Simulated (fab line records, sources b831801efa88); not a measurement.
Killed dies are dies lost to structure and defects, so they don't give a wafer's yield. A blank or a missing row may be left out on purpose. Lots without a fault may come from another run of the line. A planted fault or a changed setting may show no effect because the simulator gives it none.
fab line records | flow sky130 | part 1 of 2: steps 1 to 25 of 36
record lots=5 wafers=15 last_day=49
route steps=708 shown VIA1@464 METAL2@483
lots that met no fault: from a run of the same line without faults
start_h: hours from the record's first day to the start of the lot's first wafer shown | wait_h: hours since the lot's step before | " the same as in the row above | L1.1+2: a row that stands for several wafers | - no value, or no start given | * or withheld: withheld | < > ~ a bound
route shown NAME@n: a module of which the file shows steps, and the number in the route of the first | usual: mean/standard deviation of fault-free wafers | same: alike in all rows | chamber/n: place in a boat | sites: the reading at each site | _std_site: their standard deviation | _edge_site: outer sites' mean less inner sites' | radius_mm: how far each site lies from the wafer's centre | mask NAME#n: copy n | behind: the tool/chamber that last shaped the wafer | hold: why the lot was held/for how many hours/how that ended | device: the transistor (n, p or np) that didn't switch | end of line: the same wafers' tests at the end of the route | a step without rows: its recipe alone | killed: dies lost to structure and defects at the first sort, not the wafer's yield | map: a wafer's dies, x killed, . not, _ none there
set.NAME: the setting as run; set.NAME@STEP: as run at that earlier step | model.NAME: the simulator's own value behind a step, which no gauge read
lots at some steps of the route; a table a step, a row a wafer
services: from which hour (start_h, from the record's first day; less than 0 if before it) a tool's chamber was out of use, for how many hours, and why
## steps
# step SKY_VIA1_COAT_06
# recipe resist=BARC temp_c=withheld time_s=withheld spin_rpm=3000 resist_thk_nm=60
# usual exhaust_pa=44.9/0.98
# columns lot.wafer tool chamber start_h wait_h exhaust_pa
L080.1 litho_track-03 0 817.85 0.1 45.6
L080.2 " 0 " " 45.6
L080.6 " 0 " " 46.4
L084.2 litho_track-04 0 853.35 0.1 44.1
L084.4 " 0 " " 42.8
L084.6 " 0 " " 46.0
L086.1 litho_track-03 0 876.76 0.1 45.6
L086.4 " 0 " " 44.2
L086.5 " 0 " " 44.1
L088.1 litho_track-01 0 882.29 0.1 45.7
L088.2 " 0 " " 46.3
L088.3 " 0 " " 45.9
L092.1 litho_track-01 0 911.74 0.1 45.8
L092.3 " 0 " " 45.4
L092.5 " 0 " " 44.9
# step SKY_VIA1_COAT_07
# recipe resist=KrF-thick spin_rpm=3000 resist_thk_nm=450
# usual exhaust_pa=45.1/0.89
# columns lot.wafer tool chamber start_h wait_h exhaust_pa
L080.1 litho_track-03 0 - - 45.9
L080.2 " 0 " " 45.0
L080.6 " 0 " " 45.2
L084.2 litho_track-04 0 - - 46.0
L084.4 " 0 " " 46.4
L084.6 " 0 " " 45.1
L086.1 litho_track-03 0 - - 44.7
L086.4 " 0 " " 45.8
L086.5 " 0 " " 46.9
L088.1 litho_track-01 0 - - 46.1
L088.2 " 0 " " 45.4
L088.3 " 0 " " 46.0
L092.1 litho_track-01 0 - - 43.4
L092.3 " 0 " " 44.9
L092.5 " 0 " " 43.9
# step SKY_VIA1_SOFTBAKE_08
# recipe temp_c=100 time_s=90 resist=KrF-thick
# usual exhaust_pa=44.9/0.89
# columns lot.wafer tool chamber start_h wait_h exhaust_pa
L080.1 litho_track-03 0 - - 45.9
L080.2 " 0 " " 44.7
L080.6 " 0 " " 45.7
L084.2 litho_track-04 0 - - 45.8
L084.4 " 0 " " 45.4
L084.6 " 0 " " 44.5
L086.1 litho_track-03 0 - - 45.1
L086.4 " 0 " " 45.1
L086.5 " 0 " " 43.2
L088.1 litho_track-01 0 - - 44.2
L088.2 " 0 " " 43.3
L088.3 " 0 " " 44.2
L092.1 litho_track-01 0 - - 44.8
L092.3 " 0 " " 43.3
L092.5 " 0 " " 44.8
# step SKY_VIA1_EXPOSE_09
# recipe mask_id=VIM na=0.8 source_shape=annular sigma_inner=0.55 sigma_outer=0.85 target_cd_nm=150 dose_mj=38
# same sigma_inner=0.55
# columns lot.wafer tool chamber start_h wait_h mask
L080.1+2+6 krf_scanner-01 0 - - VIM#0
L084.2+4+6 krf_scanner-02 0 - - VIM#0
L086.1+4+5 krf_scanner-01 0 - - VIM#0
L088.1+2+3 krf_scanner-01 0 - - VIM#0
L092.1+3+5 krf_scanner-02 0 - - VIM#0
# step SKY_VIA1_PEB_10
# recipe peb_temp_c=withheld peb_time_s=withheld resist=KrF-thick
# usual exhaust_pa=45.0/0.98
# columns lot.wafer tool chamber start_h wait_h exhaust_pa
L080.1 litho_track-01 0 - - 45.3
L080.2 " 0 " " 44.8
L080.6 " 0 " " 44.8
L084.2 litho_track-04 0 - - 45.5
L084.4 " 0 " " 46.7
L084.6 " 0 " " 46.3
L086.1 litho_track-04 0 - - 45.2
L086.4 " 0 " " 45.5
L086.5 " 0 " " 45.0
L088.1 litho_track-03 0 - - 44.5
L088.2 " 0 " " 46.0
L088.3 " 0 " " 45.7
L092.1 litho_track-03 0 - - 45.2
L092.3 " 0 " " 44.6
L092.5 " 0 " " 46.1
# step SKY_VIA1_DEVELOP_11
# recipe develop_time_s=60 resist=KrF-thick dev_temp_c=21
# usual exhaust_pa=45.1/0.76
# columns lot.wafer tool chamber start_h wait_h exhaust_pa
L080.1 litho_track-01 0 - - 45.0
L080.2 " 0 " " 45.1
L080.6 " 0 " " 45.7
L084.2 litho_track-04 0 - - 44.8
L084.4 " 0 " " 45.2
L084.6 " 0 " " 45.1
L086.1 litho_track-04 0 - - 44.2
L086.4 " 0 " " 45.9
L086.5 " 0 " " 44.3
L088.1 litho_track-03 0 - - 45.5
L088.2 " 0 " " 45.1
L088.3 " 0 " " 46.0
L092.1 litho_track-03 0 - - 45.1
L092.3 " 0 " " 45.6
L092.5 " 0 " " 44.9
# step SKY_VIA1_CD_MEAS_12
# recipe target_cd_nm=150
# usual cd_nm=150.3/1.7
# columns lot.wafer tool chamber start_h wait_h cd_nm
L080.1 cd_sem-01 - 830.49 - 152.7
L080.2 " - " " 152.3
L080.6 " - " " 152.0
L084.2 cd_sem-01 - 866.95 - 151.5
L084.4 " - " " 151.4
L084.6 " - " " 149.6
L086.1 cd_sem-02 - 888.93 - 152.7
L086.4 " - " " 150.5
L086.5 " - " " 149.6
L088.1 cd_sem-01 - 895.41 - 150.7
L088.2 " - " " 149.6
L088.3 " - " " 153.0
L092.1 cd_sem-02 - 924.11 - 152.5
L092.3 " - " " 152.5
L092.5 " - " " 151.6
# step SKY_VIA1_OVL_MEAS_13
# usual VIA1_OVL=-4/5.7
# columns lot.wafer tool chamber start_h wait_h VIA1_OVL[nm]
L080.1 overlay-01 - 830.61 0.1 2
L080.2 " - " " 8
L080.6 " - " " 6
L084.2 overlay-01 - 867.05 0.1 1
L084.4 " - " " -8
L084.6 " - " " -8
L086.1 overlay-01 - 889.05 0.1 -7
L086.4 " - " " -2
L086.5 " - " " -2
L088.1 overlay-01 - 895.53 0.1 -5
L088.2 " - " " -6
L088.3 " - " " -3
L092.1 overlay-01 - 924.23 0.1 -5
L092.3 " - " " -1
L092.5 " - " " 4
# step SKY_VIA1_ETCH_14
# recipe chemistry=N2/H2 target=BARC ion_energy_ev=200 source_w=500 bias_w=100 pressure_mtorr=30 n2_flow_sccm=100 h2_flow_sccm=200 stop_on=SiO2 time_s=45.9 target_depth_a=600
# usual chamber_pressure_mTorr=29.999/0.028 drypump_motor_current_A=5.8/0.41 oes_product_au=0.856/0.0053 throttle_valve_pct=13.225/0.0095
# columns lot.wafer tool chamber start_h wait_h chamber_pressure_mTorr drypump_motor_current_A oes_product_au rf_hours_counter_h throttle_valve_pct
L080.1 rie_diel-02 0 830.64 0.0 29.985 6.3 0.857 9 13.229
L080.2 " 1 " " 29.997 5.2 0.853 1 13.223
L080.6 " 2 " " 30.024 5.1 0.859 - 13.220
L084.2 rie_diel-01 1 867.08 0.0 30.006 5.5 0.852 21 13.227
L084.4 " 3 " " 30.013 5.8 0.861 12 13.223
L084.6 " 3 " " 29.947 5.8 0.861 - 13.233
L086.1 rie_diel-01 2 889.08 0.0 29.989 5.9 0.862 16 13.232
L086.4 " 1 " " 29.984 5.5 0.855 21 13.229
L086.5 " 2 " " 29.972 5.9 0.860 - 13.226
L088.1 rie_diel-02 3 895.56 0.0 30.007 5.7 0.853 21 13.215
L088.2 " 2 " " 30.008 5.2 0.859 8 13.221
L088.3 " 1 " " 30.030 5.2 0.863 2 13.259
L092.1 rie_diel-01 0 924.26 0.0 30.037 6.3 0.845 20 13.227
L092.3 " 1 " " 29.981 5.5 0.847 22 13.227
L092.5 " 0 " " 29.975 6.3 0.864 - 13.221
# step SKY_VIA1_ETCH_15
# recipe target=SiO2 chemistry=C4F8/O2/Ar target_depth_nm=351 stop_on=TiN mask_material=KrF-thick source_w=1500 bias_w=1200 pressure_mtorr=40 c4f8_flow_sccm=withheld O2_flow_sccm=6 Ar_flow_sccm=300 time_s=54
# usual chamber_pressure_mTorr=40.00/0.034 oes_product_au=0.982/0.0051
# columns lot.wafer tool chamber start_h wait_h chamber_pressure_mTorr oes_product_au rf_hours_counter_h
L080.1 rie_diel-02 0 830.69 0.0 40.01 0.970 9
L080.2 " 1 " " 40.01 0.987 1
L080.6 " 2 " " 39.95 0.979 -
L084.2 rie_diel-01 1 867.13 0.0 40.00 0.977 21
L084.4 " 3 " " 39.97 0.980 12
L084.6 " 3 " " 39.96 0.977 -
L086.1 rie_diel-01 2 889.13 0.0 39.99 0.989 16
L086.4 " 1 " " 39.93 0.980 21
L086.5 " 2 " " 40.00 0.991 -
L088.1 rie_diel-02 3 895.60 0.0 40.02 0.980 21
L088.2 " 2 " " 39.97 0.981 8
L088.3 " 1 " " 40.00 0.976 2
L092.1 rie_diel-01 0 924.30 0.0 40.02 0.983 20
L092.3 " 1 " " 40.02 0.983 22
L092.5 " 0 " " 39.94 0.980 -
# step SKY_VIA1_STRIP_16
# recipe chemistry=O2/N2 power_w=1400 pressure_mtorr=1500 platen_temp_c=withheld o2_flow_sccm=3000 n2_flow_sccm=300 overash_fraction=0.5
# usual chamber_pressure_mTorr=1500.2/1.3 drypump_motor_current_A=5.3/0.51 oes_product_au=0.416/0.0049 strip_time_to_endpoint_s=4.465/0.02
# columns lot.wafer tool chamber start_h wait_h chamber_pressure_mTorr drypump_motor_current_A oes_product_au rf_hours_counter_h strip_time_to_endpoint_s
L080.1 plasma_asher-03 1 830.73 0.0 1498.7 4.9 0.424 74 4.464
L080.2 " 0 " " 1501.0 6.1 0.414 74 4.446
L080.6 " 0 " " 1499.0 6.1 0.414 - 4.466
L084.2 plasma_asher-02 1 867.17 0.0 1500.5 4.8 0.413 100 4.453
L084.4 " 0 " " 1499.4 4.8 0.420 - 4.455
L084.6 " 0 " " 1500.6 4.8 0.416 - 4.463
L086.1 plasma_asher-01 0 889.17 0.0 1501.3 5.9 0.407 15 4.460
L086.4 " 1 " " 1501.1 5.7 0.419 - 4.461
L086.5 " 1 " " 1500.3 5.7 0.408 - 4.455
L088.1 plasma_asher-01 0 895.65 0.0 1498.7 5.9 0.420 15 4.466
L088.2 " 1 " " 1499.7 5.7 0.426 15 4.458
L088.3 " 1 " " 1497.8 5.7 0.413 - 4.451
L092.1 plasma_asher-03 1 924.35 0.0 1502.3 5.0 0.413 84 4.453
L092.3 " 0 " " 1499.3 6.1 0.423 - 4.474
L092.5 " 0 " " 1500.9 6.1 0.413 - 4.459
# step SKY_VIA1_STRIP_17
# recipe chemistry=post_etch_residue_remover time_s=1200 temp_c=72.5
# columns lot.wafer tool chamber start_h wait_h
L080.1+2+6 wet_bench-02 0 830.83 0.1
L084.2+4+6 wet_bench-02 2 867.27 0.1
L086.1+4+5 wet_bench-01 3 889.27 0.1
L088.1+2+3 wet_bench-03 2 895.75 0.1
L092.1+3+5 wet_bench-01 2 924.45 0.1
# step SKY_VIA1_CLEAN_18
# recipe chemistry=IPA time_s=180 temp_c=25
# columns lot.wafer tool chamber start_h wait_h
L080.1+2+6 wet_bench-01 1 831.21 0.0
L084.2+4+6 wet_bench-01 0 868.02 0.0
L086.1+4+5 wet_bench-03 3 889.61 0.0
L088.1+2+3 wet_bench-01 1 896.50 0.0
L092.1+3+5 wet_bench-02 2 924.79 0.0
# step SKY_VIA1_CLEAN_19
# recipe chemistry=O3/DIW dry=n2_spin
# columns lot.wafer tool chamber start_h wait_h
L080.1+2+6 wet_bench-03 1 831.27 0.0
L084.2+4+6 wet_bench-01 0 868.08 0.0
L086.1+4+5 wet_bench-01 1 889.73 0.0
L088.1+2+3 wet_bench-02 2 896.55 0.0
L092.1+3+5 wet_bench-03 1 924.86 0.0
# step SKY_VIA1_SPUTTER_20
# recipe material=TiN target_thk_nm=20 chamber_pressure_pa=5 power_w=4000 time_s=80
# usual throttle_valve_pct=29.8/0.75
# columns lot.wafer tool chamber start_h wait_h throttle_valve_pct
L080.1 pvd_sputter-01 - 831.37 0.0 29.8
L080.2 " - " " 29.1
L080.6 " - " " 30.6
L084.2 pvd_sputter-02 - 868.17 0.0 30.8
L084.4 " - " " 30.9
L084.6 " - " " 31.0
L086.1 pvd_sputter-03 - 889.82 0.0 30.3
L086.4 " - " " 29.9
L086.5 " - " " 28.7
L088.1 pvd_sputter-03 - 896.65 0.0 30.0
L088.2 " - " " 30.2
L088.3 " - " " 30.1
L092.1 pvd_sputter-03 - 924.95 0.0 28.5
L092.3 " - " " 30.0
L092.5 " - " " 28.5
# step SKY_VIA1_CVD_21
# recipe material=W target_thk_nm=270 time_s=80.902 temp_c=400 pressure_torr=40
# usual heater_power_w=950/140
# columns lot.wafer tool chamber start_h wait_h heater_power_w
L080.1 cvd_w-02 1 831.43 0.0 910
L080.2 " 0 " " 904
L080.6 " 0 " " 910
L084.2 cvd_w-01 1 868.23 0.0 844
L084.4 " 0 " " 1220
L084.6 " 1 " " 867
L086.1 cvd_w-01 0 889.88 0.0 1188
L086.4 " 0 " " 1211
L086.5 " 0 " " 1259
L088.1 cvd_w-02 0 896.72 0.0 917
L088.2 " 1 " " 908
L088.3 " 1 " " 865
L092.1 cvd_w-02 1 925.01 0.0 868
L092.3 " 1 " " 878
L092.5 " 1 " " 878
# step SKY_VIA1_RS_MEAS_22
# recipe thk_meas_gauge=four-point-probe reads=W_of_VIA1_CVD_21+TiN_of_VIA1_SPUTTER_20
# usual VIA1_W_RS=0.428/0.0046
# columns lot.wafer tool chamber start_h wait_h VIA1_W_RS[ohm/sq]
L080.1 film_metro-02 - 831.52 0.1 0.429
L080.2 " - " " 0.433
L080.6 " - " " 0.433
L084.2 film_metro-02 - 868.34 0.1 0.426
L084.4 " - " " 0.416
L084.6 " - " " 0.433
L086.1 film_metro-02 - 889.98 0.1 0.418
L086.4 " - " " 0.423
L086.5 " - " " 0.422
L088.1 film_metro-03 - 896.81 0.1 0.423
L088.2 " - " " 0.423
L088.3 " - " " 0.424
L092.1 film_metro-04 - 925.10 0.1 0.429
L092.3 " - " " 0.428
L092.5 " - " " 0.429
# step SKY_VIA1_THK_MEAS_23
# recipe thk_meas_gauge=xrf reads=W_of_VIA1_CVD_21
# usual VIA1_W_THK=272/3.3
# columns lot.wafer tool chamber start_h wait_h VIA1_W_THK[nm]
L080.1 film_metro-02 - 831.64 0.1 270
L080.2 " - " " 268
L080.6 " - " " 268
L084.2 film_metro-02 - 868.45 0.1 271
L084.4 " - " " 279
L084.6 " - " " 270
L086.1 film_metro-02 - 890.10 0.1 279
L086.4 " - " " 274
L086.5 " - " " 273
L088.1 film_metro-03 - 896.93 0.1 274
L088.2 " - " " 272
L088.3 " - " " 274
L092.1 film_metro-04 - 925.22 0.1 276
L092.3 " - " " 276
L092.5 " - " " 275
# step SKY_VIA1_CMP_24
# recipe stop_on=SiO2 t_overpolish_s=15 down_force_psi=3.5 platen_rpm=60 target_thk_nm=0 pad_velocity_m_s=0.94248
# usual motor_current_A=10.7/1 overpolish_run_s=15.000/0.0078 time_to_endpoint_s=64.3/2.5
# columns lot.wafer tool chamber start_h wait_h motor_current_A overpolish_run_s time_to_endpoint_s
L080.1 cmp-01 0 831.70 0.1 12.1 15.004 61.5
L080.2 " 2 " " 9.4 15.004 64.4
L080.6 " 1 " " 10.2 15.009 63.8
L084.2 cmp-01 2 868.60 0.1 10.2 14.999 63.6
L084.4 " 3 " " 10.7 14.997 68.1
L084.6 " 1 " " 10.0 15.001 64.0
L086.1 cmp-02 3 890.16 0.1 10.0 15.005 65.8
L086.4 " 1 " " 13.0 14.991 64.8
L086.5 " 0 " " 10.0 15.009 64.0
L088.1 cmp-01 1 896.99 0.1 10.6 15.008 69.1
L088.2 " 2 " " 9.6 14.991 66.5
L088.3 " 0 " " 12.1 14.998 68.8
L092.3 cmp-02 0 925.28 0.0 11.2 15.001 64.0
L092.1 " 3 " " 10.8 14.984 59.2
L092.5 " 1 " " 12.8 15.018 62.5
# step SKY_METAL2_SPUTTER_00
# recipe material=Ti target_thk_nm=15 power_w=3000 time_s=10 chamber_pressure_pa=0.4
# usual throttle_valve_pct=29.9/1.1
# columns lot.wafer tool chamber start_h wait_h throttle_valve_pct
L080.1 pvd_sputter-04 - 832.00 0.2 32.8
L080.2 " - " " 28.8
L080.6 " - " " 30.3
L084.2 pvd_sputter-01 - 868.80 0.1 29.4
L084.4 " - " " 30.8
L084.6 " - " " 30.2
L086.1 pvd_sputter-02 - 890.46 0.2 29.7
L086.4 " - " " 30.2
L086.5 " - " " 30.7
L088.1 pvd_sputter-04 - 897.29 0.2 28.1
L088.2 " - " " 30.0
L088.3 " - " " 32.4
L092.1 pvd_sputter-04 - 925.58 0.1 30.2
L092.3 " - " " 32.6
L092.5 " - " " 30.2
# step SKY_METAL2_SPUTTER_01
# recipe material=TiN target_thk_nm=20 power_w=6500 time_s=16.7 chamber_pressure_pa=0.4
# usual throttle_valve_pct=29.9/1.1
# columns lot.wafer tool chamber start_h wait_h throttle_valve_pct
L080.1 pvd_sputter-04 - 832.03 0.0 32.6
L080.2 " - " " 29.1
L080.6 " - " " 30.4
L084.2 pvd_sputter-01 - 868.82 0.0 29.2
L084.4 " - " " 30.5
L084.6 " - " " 30.8
L086.1 pvd_sputter-02 - 890.48 0.0 29.3
L086.4 " - " " 30.2
L086.5 " - " " 30.8
L088.1 pvd_sputter-04 - 897.31 0.0 27.9
L088.2 " - " " 30.2
L088.3 " - " " 32.3
L092.1 pvd_sputter-04 - 925.60 0.0 30.2
L092.3 " - " " 32.4
L092.5 " - " " 30.3
# step SKY_METAL2_SPUTTER_02
# recipe material=AlCu target_thk_nm=250 power_w=10600 time_s=13.3 chamber_pressure_pa=0.4
# usual throttle_valve_pct=29.9/1.1
# columns lot.wafer tool chamber start_h wait_h throttle_valve_pct
L080.1 pvd_sputter-04 - 832.05 0.0 32.4
L080.2 " - " " 28.9
L080.6 " - " " 30.4
L084.2 pvd_sputter-01 - 868.85 0.0 29.2
L084.4 " - " " 30.4
L084.6 " - " " 30.6
L086.1 pvd_sputter-02 - 890.50 0.0 29.5
L086.4 " - " " 30.2
L086.5 " - " " 30.6
L088.1 pvd_sputter-04 - 897.34 0.0 28.0
L088.2 " - " " 30.2
L088.3 " - " " 32.4
L092.1 pvd_sputter-04 - 925.63 0.0 30.1
L092.3 " - " " 32.2
L092.5 " - " " 30.4
# step SKY_METAL2_SPUTTER_03
# recipe material=Ti target_thk_nm=5 power_w=3000 time_s=3.3 chamber_pressure_pa=0.4
# usual throttle_valve_pct=29.9/1.1
# columns lot.wafer tool chamber start_h wait_h throttle_valve_pct
L080.1 pvd_sputter-04 - 832.08 0.0 32.3
L080.2 " - " " 29.0
L080.6 " - " " 30.3
L084.2 pvd_sputter-01 - 868.87 0.0 29.4
L084.4 " - " " 30.6
L084.6 " - " " 30.5
L086.1 pvd_sputter-02 - 890.53 0.0 29.7
L086.4 " - " " 30.2
L086.5 " - " " 30.8
L088.1 pvd_sputter-04 - 897.36 0.0 28.0
L088.2 " - " " 30.1
L088.3 " - " " 32.3
L092.1 pvd_sputter-04 - 925.65 0.0 30.5
L092.3 " - " " 32.7
L092.5 " - " " 30.1
# step SKY_METAL2_SPUTTER_04
# recipe material=TiN target_thk_nm=70 power_w=6500 time_s=58.3 chamber_pressure_pa=0.4
# usual throttle_valve_pct=29.9/1.1
# columns lot.wafer tool chamber start_h wait_h throttle_valve_pct
L080.1 pvd_sputter-04 - 832.09 0.0 32.5
L080.2 " - " " 28.7
L080.6 " - " " 30.0
L084.2 pvd_sputter-01 - 868.89 0.0 29.5
L084.4 " - " " 30.4
L084.6 " - " " 30.4
L086.1 pvd_sputter-02 - 890.55 0.0 29.4
L086.4 " - " " 30.2
L086.5 " - " " 30.8
L088.1 pvd_sputter-04 - 897.38 0.0 28.2
L088.2 " - " " 30.2
L088.3 " - " " 32.6
L092.1 pvd_sputter-04 - 925.67 0.0 30.1
L092.3 " - " " 32.5
L092.5 " - " " 30.0
# step SKY_METAL2_RS_MEAS_05
# recipe thk_meas_gauge=four-point-probe reads=TiN_of_METAL2_SPUTTER_04+Ti_of_METAL2_SPUTTER_03+AlCu_of_METAL2_SPUTTER_02+TiN_of_METAL2_SPUTTER_01+Ti_of_METAL2_SPUTTER_00
# usual METAL2_ALCU_RS=0.1272/0.0011
# columns lot.wafer tool chamber start_h wait_h METAL2_ALCU_RS[ohm/sq]
L080.1 film_metro-03 - 832.14 0.0 0.1252
L080.2 " - " " 0.1268
L080.6 " - " " 0.1278
L084.2 film_metro-01 - 868.96 0.0 0.1272
L084.4 " - " " 0.1279
L084.6 " - " " 0.1281
L086.1 film_metro-01 - 890.60 0.0 0.1262
L086.4 " - " " 0.1271
L086.5 " - " " 0.1277
L088.1 film_metro-03 - 897.43 0.0 0.1270
L088.2 " - " " 0.1279
L088.3 " - " " 0.1265
L092.1 film_metro-03 - 925.72 0.0 0.1263
L092.3 " - " " 0.1258
L092.5 " - " " 0.1270
